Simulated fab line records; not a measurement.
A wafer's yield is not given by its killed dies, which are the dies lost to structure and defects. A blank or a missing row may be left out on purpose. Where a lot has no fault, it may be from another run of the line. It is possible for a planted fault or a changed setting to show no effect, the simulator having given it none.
fab line records	flow sky130
record lots=10	wafers=30	last_day=50
route steps=708 shown CONTACT@420 METAL1@436 PAD_OPEN@708
lots untouched by any fault: they come from a run of this same line in which no faults occurred
start_h: hours from the record's first day to the start of the lot's first wafer shown	wait_h: time in hours since the lot's previous step	" the same as in the row above	L1.1+2: one row covering several wafers at once	- no value, or no start was given	* or withheld: withheld	< > ~ a bound
route shown NAME@n: NAME is a module with steps in the file, n the number in the route of the first one	usual: mean/standard deviation of fault-free wafers	same: alike in all rows	chamber/n: place in a boat	sites: readings site by site	_std_site: the standard deviation of these	_edge_site: inner sites' mean taken away from outer sites' mean	radius_mm: how far each site lies from the wafer's centre	mask NAME#n: copy n	behind: the last tool/chamber to shape the wafer	hold: why the lot was held/for how many hours/how that ended	device: which transistor (n, p or np) failed to switch	end of line: tests of these same wafers at the route's end	a step without rows: its recipe alone	killed: dies that structure and defects cost at the first sort, which is not the same as the wafer's yield	map: a wafer's dies, x killed, . not, _ none there
set.NAME: setting as actually run; set.NAME@STEP: the setting as run at that earlier step	model.NAME: the simulator's own value behind a step, which no gauge read
steps of the route over a sample of lots; a table a step, a row a wafer
services: the hour from which a tool's chamber was out of use, counted from the record's first day as start_h (under 0 if before that day), plus the number of hours and why
## steps
# step SKY_CONTACT_CD_MEAS_14
# recipe target_cd_nm=170
# usual cd_nm=169.3/1.6
lot.wafer	tool	chamber	start_h	wait_h	cd_nm
L920.1	cd_sem-02	-	731.74	-	169.9
L920.2	"	-	"	"	170.9
L920.6	"	-	"	"	169.6
L923.2	cd_sem-02	-	760.83	-	167.2
L923.4	"	-	"	"	166.7
L923.5	"	-	"	"	166.9
L926.1	cd_sem-01	-	794.72	-	168.5
L926.3	"	-	"	"	167.8
L926.6	"	-	"	"	166.7
L929.1	cd_sem-02	-	807.27	-	169.8
L929.2	"	-	"	"	170.4
L929.6	"	-	"	"	169.3
L930.1	cd_sem-01	-	814.82	-	169.7
L930.4	"	-	"	"	170.1
L930.5	"	-	"	"	169.3
L934.1	cd_sem-01	-	853.77	-	168.8
L934.2	"	-	"	"	170.1
L934.6	"	-	"	"	169.5
L936.1	cd_sem-01	-	861.99	-	170.8
L936.2	"	-	"	"	171.3
L936.5	"	-	"	"	170.0
L937.1	cd_sem-01	-	866.07	-	166.8
L937.2	"	-	"	"	168.4
L937.5	"	-	"	"	169.0
L939.1	cd_sem-01	-	886.37	-	168.1
L939.2	"	-	"	"	168.1
L939.3	"	-	"	"	170.3
L942.1	cd_sem-02	-	921.12	-	170.2
L942.3	"	-	"	"	169.1
L942.5	"	-	"	"	170.3
# step SKY_METAL1_SPUTTER_02
# recipe material=AlCu	target_thk_nm=250	power_w=10600	time_s=13.3	chamber_pressure_pa=0.4
# usual chamber_pressure_pa=0.4000/0.00073	throttle_valve_pct=29.6/1
lot.wafer	tool	chamber	start_h	wait_h	chamber_pressure_pa	throttle_valve_pct
L920.1	pvd_sputter-04	-	733.83	0.0	0.4000	31.1
L920.2	"	-	"	"	0.4006	30.5
L920.6	"	-	"	"	0.3993	30.6
L923.2	pvd_sputter-03	-	762.45	0.0	0.3995	29.9
L923.4	"	-	"	"	0.3996	31.2
L923.5	"	-	"	"	0.3997	28.0
L926.1	pvd_sputter-03	-	796.30	0.0	0.4002	31.2
L926.3	"	-	"	"	0.4006	29.8
L926.6	"	-	"	"	0.4002	30.2
L929.1	pvd_sputter-04	-	808.91	0.0	0.4001	30.3
L929.2	"	-	"	"	0.3999	30.4
L929.6	"	-	"	"	0.3994	30.8
L930.1	pvd_sputter-03	-	816.49	0.0	0.3999	29.5
L930.4	"	-	"	"	0.3998	31.6
L930.5	"	-	"	"	0.3999	28.3
L934.1	pvd_sputter-02	-	855.37	0.0	0.4004	28.3
L934.2	"	-	"	"	0.3992	29.2
L934.6	"	-	"	"	0.3999	27.9
L936.1	pvd_sputter-03	-	863.63	0.0	0.3986	31.5
L936.2	"	-	"	"	0.3998	28.4
L936.5	"	-	"	"	0.3980	31.3
L937.1	pvd_sputter-04	-	867.69	0.0	0.3999	30.0
L937.2	"	-	"	"	0.3993	28.8
L937.5	"	-	"	"	0.4013	30.7
L939.1	pvd_sputter-02	-	887.95	0.0	0.3994	29.4
L939.2	"	-	"	"	0.4000	27.9
L939.3	"	-	"	"	0.3993	29.2
L942.1	pvd_sputter-02	-	922.70	0.0	0.3992	28.2
L942.3	"	-	"	"	0.3996	28.2
L942.5	"	-	"	"	0.3992	29.2
# step SKY_METAL1_RS_MEAS_05
# recipe thk_meas_gauge=four-point-probe	reads=TiN_of_METAL1_SPUTTER_04+Ti_of_METAL1_SPUTTER_03+AlCu_of_METAL1_SPUTTER_02+TiN_of_METAL1_SPUTTER_01+Ti_of_METAL1_SPUTTER_00
# usual METAL1_ALCU_RS=0.1268/0.0013
lot.wafer	tool	chamber	start_h	wait_h	METAL1_ALCU_RS[ohm/sq]
L920.1	film_metro-03	-	733.93	0.0	0.1264
L920.2	"	-	"	"	0.1259
L920.6	"	-	"	"	0.1270
L923.2	film_metro-03	-	762.56	0.0	0.1273
L923.4	"	-	"	"	0.1292
L923.5	"	-	"	"	0.1275
L926.1	film_metro-02	-	796.40	0.0	0.1283
L926.3	"	-	"	"	0.1253
L926.6	"	-	"	"	0.1251
L929.1	film_metro-02	-	809.00	0.0	0.1275
L929.2	"	-	"	"	0.1279
L929.6	"	-	"	"	0.1265
L930.1	film_metro-02	-	816.59	0.0	0.1296
L930.4	"	-	"	"	0.1277
L930.5	"	-	"	"	0.1285
L934.1	film_metro-02	-	855.46	0.0	0.1287
L934.2	"	-	"	"	0.1288
L934.6	"	-	"	"	0.1286
L936.1	film_metro-02	-	863.73	0.0	0.1251
L936.2	"	-	"	"	0.1777
L936.5	"	-	"	"	0.1252
L937.1	film_metro-03	-	867.78	0.0	0.1261
L937.2	"	-	"	"	0.1271
L937.5	"	-	"	"	0.1270
L939.1	film_metro-02	-	888.04	0.0	0.1255
L939.2	"	-	"	"	0.1262
L939.3	"	-	"	"	0.1237
L942.1	film_metro-02	-	922.79	0.0	0.1286
L942.3	"	-	"	"	0.1271
L942.5	"	-	"	"	0.1266
# step SKY_METAL1_THK_MEAS_06
# recipe thk_meas_gauge=xrf	reads=AlCu_of_METAL1_SPUTTER_02
# usual METAL1_ALCU_THK=251.7/2.6
lot.wafer	tool	chamber	start_h	wait_h	METAL1_ALCU_THK[nm]
L920.1	film_metro-03	-	734.05	0.1	251.5
L920.2	"	-	"	"	255.2
L920.6	"	-	"	"	251.5
L923.2	film_metro-03	-	762.67	0.1	251.3
L923.4	"	-	"	"	246.3
L923.5	"	-	"	"	251.6
L926.1	film_metro-02	-	796.52	0.1	250.1
L926.3	"	-	"	"	254.5
L926.6	"	-	"	"	255.8
L929.1	film_metro-02	-	809.12	0.1	249.6
L929.2	"	-	"	"	249.7
L929.6	"	-	"	"	251.3
L930.1	film_metro-02	-	816.71	0.1	248.6
L930.4	"	-	"	"	253.4
L930.5	"	-	"	"	249.1
L934.1	film_metro-02	-	855.58	0.1	250.0
L934.2	"	-	"	"	249.4
L934.6	"	-	"	"	251.2
L936.1	film_metro-02	-	863.85	0.1	256.6
L936.2	"	-	"	"	183.1
L936.5	"	-	"	"	256.4
L937.1	film_metro-03	-	867.90	0.1	251.8
L937.2	"	-	"	"	251.5
L937.5	"	-	"	"	247.7
L939.1	film_metro-02	-	888.16	0.1	253.5
L939.2	"	-	"	"	253.6
L939.3	"	-	"	"	258.6
L942.1	film_metro-02	-	922.91	0.1	251.0
L942.3	"	-	"	"	253.6
L942.5	"	-	"	"	254.2
# step SKY_METAL1_CD_MEAS_15
# recipe target_cd_nm=140
# usual cd_nm=140.2/1.4
lot.wafer	tool	chamber	start_h	wait_h	cd_nm
L920.1	cd_sem-01	-	762.28	-	142.9
L920.2	"	-	"	"	141.7
L920.6	"	-	"	"	142.4
L923.2	cd_sem-01	-	788.83	-	140.6
L923.4	"	-	"	"	140.8
L923.5	"	-	"	"	141.7
L926.1	cd_sem-02	-	823.02	-	139.3
L926.3	"	-	"	"	139.5
L926.6	"	-	"	"	140.0
L929.1	cd_sem-02	-	835.46	-	138.9
L929.2	"	-	"	"	138.6
L929.6	"	-	"	"	139.5
L930.1	cd_sem-01	-	842.81	-	139.2
L930.4	"	-	"	"	141.2
L930.5	"	-	"	"	140.9
L934.1	cd_sem-01	-	880.88	-	141.1
L934.2	"	-	"	"	141.4
L934.6	"	-	"	"	141.7
L936.1	cd_sem-01	-	890.08	-	139.8
L936.2	"	-	"	"	140.5
L936.5	"	-	"	"	139.0
L937.1	cd_sem-02	-	893.76	-	135.9
L937.2	"	-	"	"	138.8
L937.5	"	-	"	"	138.6
L939.1	cd_sem-01	-	913.77	-	140.8
L939.2	"	-	"	"	142.5
L939.3	"	-	"	"	142.6
L942.1	cd_sem-02	-	947.82	-	141.7
L942.3	"	-	"	"	141.8
L942.5	"	-	"	"	141.0
# step SKY_METAL1_DESCUM_17
# recipe chemistry=O2	source_power_w=150	bias_power_w=0	pressure_mtorr=10	temp_c=40	time_s=8
# usual drypump_motor_current_A=5.8/0.37	oes_product_au=0.996/0.016	temp_c=39.99/0.12
# same bias_power_w=0
lot.wafer	tool	chamber	start_h	wait_h	drypump_motor_current_A	oes_product_au	rf_hours_counter_h	temp_c
L920.1	rie_metal-03	0	762.44	0.0	5.4	1.001	17	39.82
L920.2	"	0	"	"	5.4	1.012	-	40.07
L920.6	"	0	"	"	5.4	1.012	-	40.16
L923.2	rie_metal-04	0	788.97	0.0	6.1	0.999	5	40.27
L923.4	"	0	"	"	6.1	0.999	-	40.06
L923.5	"	0	"	"	6.1	1.000	-	40.14
L926.1	rie_metal-03	1	823.18	0.0	5.4	0.989	6	40.15
L926.3	"	1	"	"	5.4	0.989	-	40.11
L926.6	"	1	"	"	5.5	0.992	-	40.04
L929.1	rie_metal-02	1	835.62	0.0	5.8	0.987	15	40.01
L929.2	"	0	"	"	5.5	1.015	7	40.09
L929.6	"	1	"	"	5.8	0.976	-	40.19
L930.1	rie_metal-04	0	842.97	0.0	6.1	1.005	7	40.21
L930.4	"	1	"	"	6.3	0.981	-	39.91
L930.5	"	0	"	"	6.1	1.011	-	40.17
L934.1	rie_metal-03	0	881.04	0.0	5.5	0.999	1	39.91
L934.2	"	1	"	"	5.4	0.995	9	39.97
L934.6	"	1	"	"	5.4	0.993	-	40.08
L936.1	rie_metal-02	1	890.24	0.0	5.8	0.967	18	39.85
L936.2	"	0	"	"	5.5	1.013	9	39.93
L936.5	"	0	"	"	5.5	1.017	-	40.15
L937.1	rie_metal-04	0	893.92	0.0	6.1	1.008	9	40.03
L937.2	"	0	"	"	6.1	1.011	-	39.94
L937.5	"	0	"	"	6.1	1.007	-	40.03
L939.1	rie_metal-03	0	913.93	0.0	5.4	0.995	3	40.09
L939.2	"	0	"	"	5.4	1.010	-	39.90
L939.3	"	0	"	"	5.4	0.989	-	39.83
L942.1	rie_metal-03	0	947.98	0.0	5.4	1.001	5	40.11
L942.3	"	0	"	"	5.4	0.989	-	39.96
L942.5	"	1	"	"	5.4	0.978	-	40.21
# step SKY_METAL1_METAL_ETCH_19
# recipe target_depth_a=3600	stop_on=SiO2	over_etch_frac=0.3	time_s=79.16	chemistry=Cl2/BCl3	resist_sidewall_deg=88	pressure_mtorr=10	icp_w=900	bias_w=48.5	Cl2_flow_sccm=60	bcl3_flow_sccm=30
# usual drypump_motor_current_A=5.8/0.37	oes_product_au=0.851/0.0059	throttle_valve_pct=22.264/0.0093
lot.wafer	tool	chamber	start_h	wait_h	drypump_motor_current_A	oes_product_au	rf_hours_counter_h	throttle_valve_pct
L920.1	rie_metal-03	0	762.63	0.1	5.5	0.852	17	22.257
L920.2	"	0	"	"	5.4	0.857	-	22.268
L920.6	"	0	"	"	5.4	0.851	-	22.261
L923.2	rie_metal-04	0	789.06	0.0	6.1	0.849	5	22.259
L923.4	"	0	"	"	6.1	0.847	-	22.264
L923.5	"	0	"	"	6.1	0.853	-	22.252
L926.1	rie_metal-03	1	823.37	0.1	5.4	0.849	6	22.247
L926.3	"	1	"	"	5.4	0.850	-	22.259
L926.6	"	1	"	"	5.4	0.857	-	22.273
L929.1	rie_metal-02	1	835.71	0.0	5.8	0.858	15	22.260
L929.2	"	0	"	"	5.5	0.837	7	22.282
L929.6	"	1	"	"	5.8	0.848	-	22.270
L930.1	rie_metal-04	0	843.06	0.0	6.2	0.844	7	22.248
L930.4	"	1	"	"	6.4	0.840	-	22.258
L930.5	"	0	"	"	6.2	0.848	-	22.270
L934.1	rie_metal-03	0	881.13	0.0	5.4	0.848	1	22.283
L934.2	"	1	"	"	5.4	0.852	9	22.277
L934.6	"	1	"	"	5.4	0.846	-	22.262
L936.1	rie_metal-02	1	890.33	0.0	5.8	0.862	18	22.261
L936.2	"	0	"	"	5.5	0.794	9	22.260
L936.5	"	0	"	"	5.5	0.857	-	22.256
L937.1	rie_metal-04	0	894.11	0.1	6.1	0.857	9	22.270
L937.2	"	0	"	"	6.2	0.853	-	22.277
L937.5	"	0	"	"	6.2	0.848	-	22.250
L939.1	rie_metal-03	0	914.12	0.1	5.5	0.853	3	22.275
L939.2	"	0	"	"	5.5	0.854	-	22.276
L939.3	"	0	"	"	5.4	0.872	-	22.271
L942.1	rie_metal-03	0	948.08	0.0	5.4	0.847	5	22.253
L942.3	"	0	"	"	5.4	0.849	-	22.271
L942.5	"	1	"	"	5.4	0.854	-	22.270
# step SKY_PAD_OPEN_PROBE_99
# usual defect_limited_yield=82.5/1.9	killed_at_M0_to_M3=42/6.9	killed_at_M4_up=3.2/1.7	killed_at_contacts=25/5.1	killed_at_front_end=15/4.5	killed_at_other=0.4/0.63	killed_dies=86/9.3	killed_open=46/7	killed_short=39/6.9	sort_bin_3_pad_short=0.9/0.45	sort_bin_5_function=10.4/1.5	sort_bin_6_memory=6.3/1.1	sort_n_pass=406/9.3	sort_yield_pct=82.5/1.9
# same gross_dies=492	killed_at_back_side=0	sort_bin_4_leakage[%]=0	sort_bin_8_speed[%]=0
lot.wafer	tool	chamber	start_h	wait_h	defect_limited_yield[%]	killed_at_M0_to_M3	killed_at_M4_up	killed_at_contacts	killed_at_front_end	killed_at_other	killed_dies	killed_open	killed_short	sort_bin_3_pad_short[%]	sort_bin_5_function[%]	sort_bin_6_memory[%]	sort_n_pass	sort_yield_pct[%]
L929.1	prober-01	-	1132.08	0.1	84.8	31	1	32	10	1	75	39	36	0.4	9.8	5.1	417	84.8
L929.2	prober-01	-	1132.13	0.1	82.9	33	6	22	23	0	84	48	35	0.6	10.2	6.3	408	82.9
L929.6	prober-01	-	1132.33	0.2	87.2	26	1	23	13	0	63	36	27	0.6	8.5	3.7	429	87.2
L930.1	prober-02	-	1138.55	0.1	81.3	56	6	22	8	0	92	46	45	1.0	11.8	5.9	400	81.3
L930.4	prober-02	-	1138.70	0.2	79.9	54	4	29	12	0	99	42	56	1.8	11.4	6.9	393	79.9
L930.5	prober-02	-	1138.75	0.2	82.3	46	4	26	11	0	87	39	47	0.8	9.3	7.5	405	82.3
L934.1	prober-02	-	1164.39	0.1	83.3	46	3	19	14	0	82	39	43	1.0	9.3	6.3	410	83.3
L934.2	prober-02	-	1164.44	0.1	83.3	39	3	28	11	1	82	49	32	1.0	9.8	5.9	410	83.3
L934.6	prober-02	-	1164.64	0.2	83.9	41	1	29	8	0	79	44	35	0.8	10.6	4.7	413	83.9
L939.1	prober-01	-	1187.15	0.1	83.1	41	8	25	7	2	83	37	46	0.2	11.0	5.7	409	83.1
L939.2	prober-01	-	1187.20	0.1	79.5	47	4	32	18	0	101	51	50	1.2	11.8	7.5	391	79.5
L939.3	prober-01	-	1187.25	0.2	82.9	38	7	21	17	1	84	43	41	1.0	9.3	6.7	408	82.9
L942.1	prober-01	-	1208.03	0.1	82.1	41	0	30	17	0	88	43	45	1.2	9.1	7.5	404	82.1
L942.3	prober-01	-	1208.13	0.2	79.3	59	2	23	17	1	102	54	48	1.0	12.4	7.3	390	79.3
L942.5	prober-01	-	1208.23	0.2	85.8	37	1	19	13	0	70	41	29	0.4	8.7	5.1	422	85.8
# killed by level:class
L929.1 CONTACT:geometric_particle:open=12 CONTACT:geometric_particle:short=9 VIA3:geometric_particle:open=6 LI_CONTACT:geometric_particle:open=5 VIA1:geometric_particle:short=5 VIA1:geometric_particle:open=5 METAL1:geometric_particle:short=4 POLY_GATE:geometric_particle:short=3
L929.2 VIA1:geometric_particle:open=12 CONTACT:geometric_particle:open=8 POLY_GATE:geometric_particle:open=7 FIELD_ISO:geometric_particle:short=6 LI_CONTACT:geometric_particle:open=6 FIELD_ISO:geometric_particle:open=5 CONTACT:geometric_particle:short=5 METAL2:geometric_particle:short=5
L929.6 CONTACT:geometric_particle:open=10 CONTACT:geometric_particle:short=7 VIA1:geometric_particle:open=7 POLY_GATE:geometric_particle:short=5 VIA3:geometric_particle:short=4 VIA3:geometric_particle:open=4 FIELD_ISO:geometric_particle:open=3 POLY_GATE:geometric_particle:open=3
L930.1 VIA1:geometric_particle:open=14 CONTACT:geometric_particle:open=10 METAL1:geometric_particle:short=9 VIA3:geometric_particle:open=6 VIA1:geometric_particle:short=5 METAL2:geometric_particle:short=5 METAL3:geometric_particle:short=5 LI_CONTACT:geometric_particle:open=4
L930.4 METAL1:geometric_particle:short=11 CONTACT:geometric_particle:open=10 VIA1:geometric_particle:open=9 CONTACT:geometric_particle:short=8 METAL2:geometric_particle:short=7 LI_CONTACT:geometric_particle:open=5 LOCAL_INTERCONNECT:geometric_particle:short=5 METAL2:geometric_particle:open=5
L930.5 VIA1:geometric_particle:open=8 METAL2:geometric_particle:short=8 VIA2:geometric_particle:open=8 POLY_GATE:geometric_particle:short=7 CONTACT:geometric_particle:open=7 METAL1:geometric_particle:short=7 LI_CONTACT:geometric_particle:open=6 CONTACT:geometric_particle:short=6
L934.1 VIA1:geometric_particle:open=10 METAL2:geometric_particle:short=10 VIA2:geometric_particle:open=8 CONTACT:geometric_particle:open=8 VIA1:geometric_particle:short=6 POLY_GATE:geometric_particle:short=5 CONTACT:geometric_particle:short=5 FIELD_ISO:geometric_particle:short=4
L934.2 CONTACT:geometric_particle:open=15 VIA3:geometric_particle:open=9 VIA1:geometric_particle:open=8 METAL1:geometric_particle:short=5 FIELD_ISO:geometric_particle:short=4 LI_CONTACT:geometric_particle:short=4 POLY_GATE:geometric_particle:open=3 LI_CONTACT:geometric_particle:open=3
L934.6 LI_CONTACT:geometric_particle:open=15 CONTACT:geometric_particle:open=8 METAL1:geometric_particle:short=7 VIA1:geometric_particle:open=6 VIA3:geometric_particle:open=5 POLY_GATE:geometric_particle:short=4 VIA1:geometric_particle:short=4 VIA3:geometric_particle:short=4
L939.1 CONTACT:geometric_particle:open=8 VIA1:geometric_particle:open=8 METAL2:geometric_particle:short=8 METAL4:geometric_particle:short=7 LI_CONTACT:geometric_particle:open=6 FIELD_ISO:geometric_particle:short=5 METAL1:geometric_particle:short=5 LOCAL_INTERCONNECT:geometric_particle:short=4
L939.2 CONTACT:geometric_particle:open=11 METAL1:geometric_particle:short=9 VIA1:geometric_particle:open=9 FIELD_ISO:geometric_particle:open=7 METAL2:geometric_particle:short=7 LI_CONTACT:geometric_particle:open=7 LI_CONTACT:geometric_particle:short=7 FIELD_ISO:geometric_particle:short=6
L939.3 VIA1:geometric_particle:open=11 FIELD_ISO:geometric_particle:short=8 CONTACT:geometric_particle:open=7 LI_CONTACT:geometric_particle:open=6 VIA3:geometric_particle:open=6 METAL4:geometric_particle:short=6 METAL2:geometric_particle:short=5 CONTACT:geometric_particle:short=4
L942.1 CONTACT:geometric_particle:open=12 VIA1:geometric_particle:open=9 LI_CONTACT:geometric_particle:open=8 METAL1:geometric_particle:short=8 LOCAL_INTERCONNECT:geometric_particle:short=5 VIA2:geometric_particle:open=5 VIA3:geometric_particle:short=5 FIELD_ISO:geometric_particle:short=4
L942.3 VIA1:geometric_particle:open=16 METAL1:geometric_particle:short=12 VIA3:geometric_particle:open=8 CONTACT:geometric_particle:short=7 CONTACT:geometric_particle:open=6 FIELD_ISO:geometric_particle:open=5 POLY_GATE:geometric_particle:open=5 LI_CONTACT:geometric_particle:open=5
L942.5 VIA1:geometric_particle:open=9 CONTACT:geometric_particle:open=6 VIA2:geometric_particle:open=6 VIA3:geometric_particle:open=6 METAL2:geometric_particle:short=5 FIELD_ISO:geometric_particle:short=4 POLY_GATE:geometric_particle:short=4 LI_CONTACT:geometric_particle:open=4
## services
tool	chamber	start_h	hours	kind
pvd_sputter-02	-	760.52	4.8	repair
pvd_sputter-02	2	786.30	-	consumable_replace:kit
pvd_sputter-02	2	786.30	18.0	scheduled_down
pvd_sputter-02	2	786.30	18.0	vent_cycle
pvd_sputter-03	0	800.75	-	consumable_replace:kit
pvd_sputter-03	0	800.75	18.0	scheduled_down
pvd_sputter-03	0	800.75	18.0	vent_cycle
rie_metal-03	0	812.04	-	clean
rie_metal-03	0	812.04	32.1	scheduled_down
rie_metal-03	0	812.04	32.1	vent_cycle
rie_metal-03	-	844.26	0.6	repair
rie_metal-04	1	866.54	3.6	repair
rie_metal-02	-	870.71	1.4	pm
rie_metal-04	1	891.65	6.7	repair
pvd_sputter-03	-	893.67	2.5	repair
rie_metal-03	1	894.15	19.9	repair
pvd_sputter-04	1	895.05	-	consumable_replace:kit
pvd_sputter-04	1	895.05	18.0	scheduled_down
pvd_sputter-04	1	895.05	18.0	vent_cycle
rie_metal-02	1	903.24	-	clean
rie_metal-02	1	903.24	13.2	scheduled_down
rie_metal-02	1	903.24	13.2	vent_cycle
pvd_sputter-02	1	925.89	-	consumable_replace:kit
pvd_sputter-02	1	925.89	18.0	scheduled_down
## key
first_sign step=SKY_METAL1_RS_MEAS_05	reading=METAL1_ALCU_RS	direction=up	sigmas=40	usual=0.1268	struck=0.1777
effect step=SKY_METAL1_THK_MEAS_06	reading=METAL1_ALCU_THK	direction=down	sigmas=26	usual=251.7	struck=183.1
effect step=SKY_METAL1_METAL_ETCH_19	reading=oes_product_au	direction=down	sigmas=9.8	usual=0.851	struck=0.794
met_at SKY_METAL1_SPUTTER_02
struck_lots L936
struck_wafers L936.2
not_acting_at SKY_CONTACT_CD_MEAS_14,SKY_METAL1_CD_MEAS_15,SKY_METAL1_DESCUM_17
onset_between 816.49 863.63
fault kind=process_parameter_drift	tool=pvd_sputter-03	chamber=-	onset_h=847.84	steps=SKY_METAL1_SPUTTER_02	channel=target_thk_nm	offset=-68.446	shape=step	end_h=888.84	acts_in=these_recipes_only	stated=250	scope=struck_wafers_only
